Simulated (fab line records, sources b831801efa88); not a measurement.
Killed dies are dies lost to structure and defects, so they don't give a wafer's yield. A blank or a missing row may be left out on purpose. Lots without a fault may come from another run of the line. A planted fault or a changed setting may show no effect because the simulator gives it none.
fab line records | flow sky130
record lots=13 wafers=39 last_day=50
route steps=708 shown POLY_GATE@227 LDD_P@263 POLY_CUT@319 SD_N@348
lots that met no fault: from a run of the same line without faults
start_h: hours from the record's first day to the start of the lot's first wafer shown | wait_h: hours since the lot's step before | " the same as in the row above | L1.1+2: a row that stands for several wafers | - no value, or no start given | * or withheld: withheld | < > ~ a bound
route shown NAME@n: a module of which the file shows steps, and the number in the route of the first | usual: mean/standard deviation of fault-free wafers | same: alike in all rows | chamber/n: place in a boat | sites: the reading at each site | _std_site: their standard deviation | _edge_site: outer sites' mean less inner sites' | radius_mm: how far each site lies from the wafer's centre | mask NAME#n: copy n | behind: the tool/chamber that last shaped the wafer | hold: why the lot was held/for how many hours/how that ended | device: the transistor (n, p or np) that didn't switch | end of line: the same wafers' tests at the end of the route | a step without rows: its recipe alone | killed: dies lost to structure and defects at the first sort, not the wafer's yield | map: a wafer's dies, x killed, . not, _ none there
set.NAME: the setting as run; set.NAME@STEP: as run at that earlier step | model.NAME: the simulator's own value behind a step, which no gauge read
steps of the route over a sample of lots; a table a step, a row a wafer
services: from which hour (start_h, from the record's first day; less than 0 if before it) a tool's chamber was out of use, for how many hours, and why
## steps
# step SKY_POLY_GATE_CD_MEAS_13
# recipe target_cd_nm=150
# usual cd_nm=150.5/1.5
# columns lot.wafer tool chamber start_h wait_h cd_nm
L677.1 cd_sem-01 - 370.83 - 150.6
L677.3 " - " " 150.8
L677.5 " - " " 148.6
L678.2 cd_sem-01 - 377.79 - 150.0
L678.3 " - " " 149.9
L678.5 " - " " 149.7
L679.1 cd_sem-01 - 385.37 - 148.5
L679.3 " - " " 148.5
L679.5 " - " " 149.1
L681.2 cd_sem-02 - 407.45 - 152.5
L681.4 " - " " 151.9
L681.6 " - " " 153.4
L683.3 cd_sem-01 - 422.01 - 151.6
L683.4 " - " " 152.3
L683.5 " - " " 152.1
L684.1 cd_sem-02 - 432.72 - 149.3
L684.2 " - " " 148.6
L684.3 " - " " 148.0
L687.1 cd_sem-02 - 454.56 - 149.4
L687.2 " - " " 150.1
L687.6 " - " " 149.0
L691.1 cd_sem-01 - 495.58 - 150.5
L691.3 " - " " 150.7
L691.5 " - " " 150.2
L692.1 cd_sem-01 - 509.47 - 151.9
L692.2 " - " " 151.4
L692.4 " - " " 151.7
L694.1 cd_sem-01 - 526.41 - 151.2
L694.2 " - " " 151.0
L694.3 " - " " 152.0
L697.1 cd_sem-02 - 552.72 - 150.8
L697.3 " - " " 152.0
L697.5 " - " " 152.6
L699.2 cd_sem-01 - 562.54 - 151.7
L699.3 " - " " 150.6
L699.5 " - " " 149.6
L700.4 cd_sem-02 - 569.18 - 151.4
L700.5 " - " " 151.0
L700.6 " - " " 151.7
# step SKY_LDD_P_OVL_MEAS_08
# usual LDD_P_OVL=0.7/1.3
# columns lot.wafer tool chamber start_h wait_h LDD_P_OVL[nm]
L677.1 overlay-02 - 433.14 0.1 1.4
L677.3 " - " " 0.7
L677.5 " - " " 0.8
L678.2 overlay-02 - 440.29 0.1 2.0
L678.3 " - " " 0.4
L678.5 " - " " 1.2
L679.1 overlay-02 - 450.29 0.1 1.5
L679.3 " - " " 1.5
L679.5 " - " " 1.6
L681.2 overlay-01 - 476.29 0.1 1.9
L681.4 " - " " 0.6
L681.6 " - " " -0.5
L683.3 overlay-01 - 486.70 0.1 -0.2
L683.4 " - " " 0.2
L683.5 " - " " 0.8
L684.1 overlay-02 - 496.79 0.1 0.3
L684.2 " - " " 0.7
L684.3 " - " " -0.6
L687.1 overlay-02 - 520.59 0.1 1.0
L687.2 " - " " -0.8
L687.6 " - " " 1.0
L691.1 overlay-01 - 557.59 0.1 1.1
L691.3 " - " " 0.2
L691.5 " - " " 0.5
L692.1 overlay-01 - 571.74 0.1 2.1
L692.2 " - " " 0.4
L692.4 " - " " 2.2
L694.1 overlay-02 - 587.93 0.1 -0.3
L694.2 " - " " 1.1
L694.3 " - " " -1.8
L697.1 overlay-02 - 613.39 0.1 2.1
L697.3 " - " " 2.0
L697.5 " - " " 2.9
L699.2 overlay-01 - 628.64 0.1 -0.3
L699.3 " - " " 0.9
L699.5 " - " " 1.0
L700.4 overlay-01 - 631.10 0.1 -0.9
L700.5 " - " " 0.5
L700.6 " - " " -1.4
# step SKY_POLY_CUT_STRIP_12
# recipe chemistry=O2/N2 power_w=1400 pressure_mtorr=1500 platen_temp_c=withheld o2_flow_sccm=3000 n2_flow_sccm=300 overash_fraction=0.5
# usual drypump_motor_current_A=5.3/0.41 oes_product_au=0.452/0.0042 strip_time_to_endpoint_s=5.352/0.016
# columns lot.wafer tool chamber start_h wait_h drypump_motor_current_A oes_product_au rf_hours_counter_h strip_time_to_endpoint_s
L677.1 plasma_asher-01 1 559.11 0.0 5.8 0.445 13 5.327
L677.3 " 1 " " 5.8 0.452 - 5.328
L677.5 " 1 " " 5.8 0.450 - 5.371
L678.2 plasma_asher-02 1 565.31 0.0 5.2 0.457 46 5.371
L678.3 " 1 " " 5.2 0.451 - 5.369
L678.5 " 1 " " 5.2 0.457 - 5.352
L679.1 plasma_asher-02 0 572.81 0.0 6.3 0.454 47 5.368
L679.3 " 1 " " 5.2 0.450 - 5.367
L679.5 " 1 " " 5.2 0.446 - 5.358
L681.2 plasma_asher-03 1 600.56 0.0 5.0 0.451 77 5.348
L681.4 " 1 " " 5.1 0.448 - 5.350
L681.6 " 1 " " 5.1 0.455 - 5.362
L683.3 plasma_asher-03 1 610.02 0.1 5.1 0.451 - 5.328
L683.4 " 0 " " 5.0 0.449 - 5.350
L683.5 " 1 " " 5.1 0.454 - 5.349
L684.1 plasma_asher-03 1 618.86 0.0 5.1 0.447 79 5.354
L684.2 " 0 " " 5.0 0.448 79 5.370
L684.3 " 1 " " 5.1 0.449 - 5.376
L687.1 plasma_asher-03 1 641.85 0.0 5.1 0.449 82 5.350
L687.2 " 0 " " 5.0 0.453 82 5.374
L687.6 " 0 " " 5.0 0.447 - 5.330
L691.1 plasma_asher-03 1 675.80 0.0 5.1 0.453 85 5.321
L691.3 " 0 " " 5.0 0.445 - 5.313
L691.5 " 0 " " 5.1 0.453 - 5.359
L692.1 plasma_asher-01 0 688.13 0.0 5.5 0.447 27 5.355
L692.2 " 1 " " 5.9 0.445 27 5.334
L692.4 " 1 " " 5.8 0.453 - 5.344
L694.1 plasma_asher-03 0 703.06 0.0 5.1 0.447 88 5.366
L694.2 " 1 " " 5.1 0.449 88 5.356
L694.3 " 0 " " 5.0 0.454 - 5.330
L697.1 plasma_asher-02 1 728.00 0.0 5.1 0.443 61 5.348
L697.3 " 0 " " 6.2 0.446 - 5.334
L697.5 " 0 " " 6.2 0.450 - 5.334
L699.2 plasma_asher-03 1 743.64 0.0 5.1 0.452 92 5.365
L699.3 " 0 " " 5.0 0.446 - 5.356
L699.5 " 1 " " 5.1 0.458 - 5.353
L700.4 plasma_asher-03 0 746.44 0.1 5.0 0.457 - 5.348
L700.5 " 1 " " 5.1 0.451 - 5.361
L700.6 " 0 " " 5.1 0.456 - 5.351
# step SKY_SD_N_DEVELOP_06
# recipe resist=NOVOLAK developer=TMAH develop_time_s=60 dev_temp_c=23
# usual developer_temp_C=22.99/0.1
# columns lot.wafer tool chamber start_h wait_h developer_temp_C
L677.1 litho_track-04 0 645.72 0.1 23.08
L677.3 " 0 " " 23.08
L677.5 " 0 " " 23.08
L678.2 litho_track-04 0 652.49 0.1 23.19
L678.3 " 0 " " 22.99
L678.5 " 0 " " 23.02
L679.1 litho_track-04 0 659.42 0.1 23.01
L679.3 " 0 " " 22.96
L679.5 " 0 " " 22.91
L681.2 litho_track-02 0 686.56 0.1 22.95
L681.4 " 0 " " 23.14
L681.6 " 0 " " 23.05
L683.3 litho_track-04 0 694.97 0.1 22.99
L683.4 " 0 " " 22.77
L683.5 " 0 " " 23.01
L684.1 litho_track-02 0 703.53 0.1 23.09
L684.2 " 0 " " 23.05
L684.3 " 0 " " 22.94
L687.1 litho_track-04 0 726.67 0.1 20.75
L687.2 " 0 " " 20.64
L687.6 " 0 " " 20.76
L691.1 litho_track-04 0 756.97 0.1 20.59
L691.3 " 0 " " 20.73
L691.5 " 0 " " 20.76
L692.1 litho_track-01 0 769.97 0.1 22.96
L692.2 " 0 " " 22.87
L692.4 " 0 " " 23.12
L694.1 litho_track-02 0 784.03 0.1 23.06
L694.2 " 0 " " 23.14
L694.3 " 0 " " 22.98
L697.1 litho_track-02 0 809.08 0.1 22.92
L697.3 " 0 " " 22.96
L697.5 " 0 " " 22.91
L699.2 litho_track-01 0 822.35 0.1 22.98
L699.3 " 0 " " 23.00
L699.5 " 0 " " 22.91
L700.4 litho_track-01 0 826.35 0.1 22.96
L700.5 " 0 " " 23.02
L700.6 " 0 " " 22.72
# step SKY_SD_N_CD_MEAS_07
# recipe target_cd_nm=380
# usual cd_nm=379.5/2.8
# columns lot.wafer tool chamber start_h wait_h hold cd_nm
L677.1 cd_sem-02 - 645.87 0.1 - 379.0
L677.3 " - " " - 378.1
L677.5 " - " " - 379.6
L678.2 cd_sem-01 - 652.64 0.1 - 380.7
L678.3 " - " " - 380.6
L678.5 " - " " - 379.2
L679.1 cd_sem-01 - 659.57 0.1 - 379.5
L679.3 " - " " - 382.7
L679.5 " - " " - 378.9
L681.2 cd_sem-02 - 686.70 0.1 - 380.3
L681.4 " - " " - 380.6
L681.6 " - " " - 378.9
L683.3 cd_sem-01 - 695.11 0.1 - 379.0
L683.4 " - " " - 380.8
L683.5 " - " " - 379.6
L684.1 cd_sem-01 - 703.68 0.1 - 379.0
L684.2 " - " " - 376.5
L684.3 " - " " - 377.8
L687.1 cd_sem-01 - 726.82 0.1 await_dispo/0.2h/release 391.0
L687.2 " - " " await_dispo/0.2h/release 392.3
L687.6 " - " " await_dispo/0.2h/release 392.4
L687.1 cd_sem-01 - 727.10 0.3 - 391.0
L687.2 " - " " - 392.1
L687.6 " - " " - 392.6
L691.1 cd_sem-02 - 757.12 0.1 - 386.2
L691.3 " - " " - 386.5
L691.5 " - " " - 386.4
L692.1 cd_sem-02 - 770.12 0.1 - 378.4
L692.2 " - " " - 377.7
L692.4 " - " " - 376.6
L694.1 cd_sem-02 - 784.18 0.1 - 381.7
L694.2 " - " " - 379.9
L694.3 " - " " - 380.4
L697.1 cd_sem-02 - 809.23 0.1 - 381.0
L697.3 " - " " - 382.4
L697.5 " - " " - 377.9
L699.2 cd_sem-01 - 822.49 0.1 - 382.2
L699.3 " - " " - 383.5
L699.5 " - " " - 382.2
L700.4 cd_sem-02 - 826.48 0.1 - 380.3
L700.5 " - " " - 378.6
L700.6 " - " " - 380.2
## services
# columns tool chamber start_h hours kind
plasma_asher-02 - 586.14 12.0 repair
plasma_asher-03 - 630.73 1.2 repair
plasma_asher-02 - 645.45 5.3 repair
plasma_asher-03 - 712.82 2.8 pm
plasma_asher-01 - 738.13 1.7 repair
plasma_asher-02 - 787.73 2.8 pm
plasma_asher-02 - 798.73 13.0 repair
## key
first_sign step=SKY_SD_N_DEVELOP_06 reading=developer_temp_C direction=down sigmas=22 usual=* struck=*
effect step=SKY_SD_N_CD_MEAS_07 reading=visit direction=added
met_at SKY_SD_N_DEVELOP_06
struck_lots L687,L691
tester_left_out L687,L691
not_acting_at SKY_POLY_GATE_CD_MEAS_13,SKY_LDD_P_OVL_MEAS_08,SKY_POLY_CUT_STRIP_12
onset_between 694.97 726.67
fault kind=process_parameter_drift tool=litho_track-04 chamber=- onset_h=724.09 steps=SKY_SD_N_DEVELOP_06 channel=dev_temp_c offset=* shape=step end_h=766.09 acts_in=* stated=*
# tester_left_out: of these lots the tester's yield and bins aren't shown, on N5 and GAA mostly nor the transistor test; their killed dies are dies lost to structure and defects alone, not to doping, threshold or leakage, so they don't give the yield
